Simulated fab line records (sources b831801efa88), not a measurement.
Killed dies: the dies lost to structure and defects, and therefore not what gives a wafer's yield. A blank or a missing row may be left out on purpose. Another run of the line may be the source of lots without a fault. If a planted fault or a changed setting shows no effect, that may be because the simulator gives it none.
A lot that was struck, set against a sound lot | flow sky130 | 35 out of 708 route steps
Sound: the wafers L401.2, L401.4, L401.6. Struck: wafers L417.1, L417.6. (L417.4 of the same lot was not struck and is left out.) The cause comes at the end.
Order at every step that has rows: each side's tool, ch and its chambers, its first start. Under that, the readings that differ: sound wafers | struck wafers | difference of the means | sigmas: that difference in standard deviations of wafers without a fault.
alike: words and numbers the same on both sides, and readings whose means are apart by under 2 such deviations; not compared: readings that were withheld, readings missing a value for some wafer, numbers with overlapping values and no deviation given by the record, and bounds like >300 which may hide the same value.
The two part at a step that has a row with sigmas, a row that says differs or no value, or rows on one side only. Numbers that don't overlap but have no deviation are shown without sigmas and don't part them. A reading that every wafer of one side lacks parts them only if that side has two wafers or more.

first, 10 steps without rows for these wafers: SKY_CONTACT_STRIP_19 (strips in O2/N2); SKY_CONTACT_STRIP_20 (strips in post etch residue remover, time 1200 s); SKY_CONTACT_CLEAN_21 (cleans in IPA, time 180 s); SKY_CONTACT_CLEAN_22 (cleans in O3/DIW); SKY_CONTACT_SPUTTER_23 (material TiN, target thk 20 nm, time 80 s); SKY_CONTACT_CVD_24 (deposits W, target thk 340 nm, time 102.12 s); SKY_CONTACT_CMP_27 (polishes, stops on SiO2, t overpolish 15 s, target thk 0 nm); SKY_METAL1_SPUTTER_00 (material Ti, target thk 15 nm, time 10 s); SKY_METAL1_SPUTTER_01 (material TiN, target thk 20 nm, time 16.7 s); SKY_METAL1_SPUTTER_02 (material AlCu, target thk 250 nm, time 13.3 s).
SKY_METAL1_SPUTTER_03: material Ti, target thk 5 nm, time 3.3 s.
  sound on pvd sputter-02 at day 33 08:45; struck on pvd sputter-01 at day 38 06:05
  alike: throttle valve pct
then, 23 steps without rows for these wafers: SKY_METAL1_SPUTTER_04 (material TiN, target thk 70 nm, time 58.3 s); SKY_METAL1_DEHYDRATE_07 (time 60 s); SKY_METAL1_HMDS_08 (prime time 60 s); SKY_METAL1_COAT_09 (resist thk 60 nm); SKY_METAL1_COAT_10 (resist thk 450 nm); SKY_METAL1_SOFTBAKE_11 (time 90 s); SKY_METAL1_EXPOSE_12 (exposes mask MM1, target cd 140 nm); SKY_METAL1_PEB_13; SKY_METAL1_DEVELOP_14 (develop time 60 s); SKY_METAL1_DESCUM_17 (chemistry O2, time 8 s); SKY_METAL1_ETCH_18 (etches BARC in N2/H2, stops on SiO2, time 45.9 s, target depth 60 nm); SKY_METAL1_METAL_ETCH_19 (etches the open film in Cl2/BCl3, stops on SiO2, target depth 360 nm, time 78 s); SKY_METAL1_STRIP_20 (strips in O2/N2); SKY_METAL1_STRIP_21 (strips in post etch residue remover, time 1200 s); SKY_METAL1_CLEAN_22 (cleans in IPA, time 180 s); SKY_METAL1_CLEAN_23 (cleans in O3/DIW); SKY_VIA1_HDPCVD_00 (deposits SiO2, target thk 1030 nm, time 171.7 s); SKY_VIA1_CMP_02 (polishes SiO2); SKY_VIA1_DEHYDRATE_04 (time 60 s); SKY_VIA1_HMDS_05 (prime time 60 s); SKY_VIA1_COAT_06 (resist thk 60 nm); SKY_VIA1_COAT_07 (resist thk 450 nm); SKY_VIA1_SOFTBAKE_08 (time 90 s).
-- the record jumps here: 12 days lie between the struck wafers' starts before and after (it left off in module VIA1 and takes up again in module PAD_OPEN, whose first step shown is number 708 of the route) --
SKY_PAD_OPEN_PROBE_99:
  sound on prober-02 at day 47 00:10; struck on prober-02 at day 50 13:03
  reading                               | sound              | struck      | difference | sigmas
  defect limited yield (%)              | 81.7 84.3 84.6     | 77.0 77.4   | -6.3       | -3
  killed_at_M0_to_M3                    | 43 35 40           | 77 69       | +34        | +5
  killed dies                           | 90 77 76           | 113 111     | +31        | +3
  sort_bin_3_pad_short (%)              | 0.2 0.8 0.8        | 2.4 1.4     | +1.3       | +3
  sort_bin_5_function (%)               | 9.6 10.0 8.7       | 14.0 14.8   | +5.0       | +3
  sort n pass                           | 402 415 416        | 379 381     | -31        | -3
  sort yield pct (%)                    | 81.7 84.3 84.6     | 77.0 77.4   | -6.3       | -3
  model.etest.tester.sort n pass        | 402 415 416        | 379 381     | -31        |
  model.etest.tester.sort yield pct (%) | 81.71 84.35 84.55  | 77.03 77.44 | -6.30      |
  model.etest.tester.sort_bin_5_pct (%) | 9.553 9.959 8.74   | 14.02 14.84 | +5.01      |
  model.etest.tester.sort_bin_3_pct (%) | 0.2033 0.813 0.813 | 2.439 1.423 | +1.321     |
  alike: killed_at_M4_up, killed at contacts, killed at front end, killed at other, killed open, killed short, sort_bin_6_memory

== WHERE THEY PART ==
Within this record, at SKY_PAD_OPEN_PROBE_99 only.

WHY: whatever the simulator had introduced
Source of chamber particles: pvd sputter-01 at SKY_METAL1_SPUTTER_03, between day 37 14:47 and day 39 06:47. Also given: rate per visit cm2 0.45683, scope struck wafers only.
